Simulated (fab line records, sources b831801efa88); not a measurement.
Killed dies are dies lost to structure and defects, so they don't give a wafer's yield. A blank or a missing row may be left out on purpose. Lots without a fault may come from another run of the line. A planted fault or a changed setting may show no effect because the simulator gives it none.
Which tool did it? | flow sky130 | 14 lots, 42 wafers sampled, at 3 steps of a route of 708

WHAT THE GAUGES READ, wafer by wafer
SKY_VIA1_THK_MEAS_23: measures by xrf.
lot  | measured     | on            | VIA1_W_THK (nm)
L489 | day 33 19:35 | film_metro-03 | 267 270 270
L490 | day 34 11:43 | film_metro-04 | 275 277 277
L491 | day 34 15:19 | film_metro-04 | 276 278 279
L493 | day 34 20:22 | film_metro-02 | 275 275 278
L494 | day 34 23:26 | film_metro-02 | 274 276 277
L496 | day 36 07:21 | film_metro-03 | 273 274 264
L497 | day 36 09:19 | film_metro-03 | 272 275 272
L498 | day 36 16:41 | film_metro-04 | 281 281 283
L509 | day 40 11:51 | film_metro-02 | 273 270 277
L510 | day 40 12:46 | film_metro-03 | 268 276 273
L511 | day 40 19:17 | film_metro-04 | 274 269 270
L512 | day 41 07:08 | film_metro-03 | 267 270 268

WHICH TOOL RAN EACH LOT (tool, then ch and the chambers of the sampled wafers, then the start)
lot  | SKY_CONTACT_CMP_27            | SKY_VIA1_CVD_21
L489 | cmp-01 ch 1,2,3, day 31 12:46 | cvd_w-02 ch 0,1, day 33 19:22
L490 | cmp-01 ch 0,3, day 32 03:22   | cvd_w-01 ch 0,1, day 34 11:30
L491 | cmp-02 ch 0,1, day 32 08:04   | cvd_w-01 ch 0,1, day 34 15:06
L493 | cmp-02 ch 1,2, day 32 12:25   | cvd_w-01 ch 0,1, day 34 20:08
L494 | cmp-01 ch 0,1,2, day 32 15:38 | cvd_w-01 ch 0,1, day 34 23:13
L496 | cmp-02 ch 0,2,3, day 33 23:08 | cvd_w-02 ch 0,1, day 36 07:08
L497 | cmp-02 ch 0,2, day 34 00:32   | cvd_w-01 ch 0,1, day 36 09:06
L498 | cmp-02 ch 0,1,3, day 34 07:47 | cvd_w-01 ch 0,1, day 36 16:29
L499 | cmp-02 ch 1,2, day 34 19:17   | -
L501 | cmp-02 ch 0,2,3, day 35 20:22 | -
L509 | cmp-02 ch 0,1, day 38 04:41   | cvd_w-02 ch 0,1, day 40 11:35
L510 | cmp-02 ch 1,2,3, day 38 06:25 | cvd_w-01 ch 0,1, day 40 12:33
L511 | cmp-02 ch 0,1,3, day 38 14:14 | cvd_w-02 ch 0,1, day 40 19:05
L512 | cmp-02 ch 1,3, day 39 02:43   | cvd_w-02 ch 0,1, day 41 06:54
- SKY_CONTACT_CMP_27: polishes, stops on SiO2, t overpolish 15 s, target thk 0 nm.
- SKY_VIA1_CVD_21: deposits W, target thk 270 nm, time 80.902 s.

WHAT THE TOOLS THEMSELVES READ (means of the sampled wafers that have a number; where no wafer has one, the mark that the record gives instead)
SKY_CONTACT_CMP_27.
lot  | tool   | motor_current_A (A) | overpolish_run_s (s) | time_to_endpoint_s (s)
L489 | cmp-01 | 11.8                | 15.003               | 79
L490 | cmp-01 | 11.1                | 15.006               | 81
L491 | cmp-02 | 10.4                | 14.995               | 83
L493 | cmp-02 | 11.1                | 14.996               | 75
L494 | cmp-01 | 11.5                | 15.004               | 84
L496 | cmp-02 | 10.9                | 15.004               | 81
L497 | cmp-02 | 10.8                | 15.006               | 78
L498 | cmp-02 | 11.3                | 14.996               | 81
L499 | cmp-02 | 10.8                | 0.041                | 126
L501 | cmp-02 | 10.6                | 0.037                | 126
L509 | cmp-02 | 11.5                | 14.997               | 80
L510 | cmp-02 | 11.3                | 14.994               | 77
L511 | cmp-02 | 11.4                | 14.987               | 80
L512 | cmp-02 | 11.5                | 15.002               | 76

SKY_VIA1_CVD_21.
lot  | tool     | heater_power_w (W)
L489 | cvd_w-02 | 865
L490 | cvd_w-01 | 796
L491 | cvd_w-01 | 783
L493 | cvd_w-01 | 778
L494 | cvd_w-01 | 788
L496 | cvd_w-02 | 896
L497 | cvd_w-01 | 793
L498 | cvd_w-01 | 788
L509 | cvd_w-02 | 911
L510 | cvd_w-01 | 794
L511 | cvd_w-02 | 883
L512 | cvd_w-02 | 875

THE ANSWER, worked out from the rows above alone
Rule: what is usual is taken from the lots themselves. Put in order of their means at a reading, lots are off if they are a third of the lots or fewer, leave a main group of 4 or more, and stand apart from it by a gap of 3 or more times the standard deviation of the main group's means; of several such gaps the widest counts. A main group whose means are all the same, to the digits that the tables above print for the reading, isn't used. A lot without any number at a reading at which 4 lots or more have one is off too. The other lots that the step has rows for count as sound. The gauges are gone through in route order, then the tools' own readings, and for those a lot's mean is taken as printed above. The first step at which some lot is off is used, and at that step the reading that is off furthest; a lot without a number counts as furthest.
Off: L499, L501, at SKY_CONTACT_CMP_27 (overpolish_run_s). The main group: mean 14.999 s, standard deviation 0.0056.
A tool fits if, at that step or a process step before it, it ran every lot that is off, and no sound lot after the first of them. None of those tried fits.

WHAT THE SIMULATOR HAD PUT IN
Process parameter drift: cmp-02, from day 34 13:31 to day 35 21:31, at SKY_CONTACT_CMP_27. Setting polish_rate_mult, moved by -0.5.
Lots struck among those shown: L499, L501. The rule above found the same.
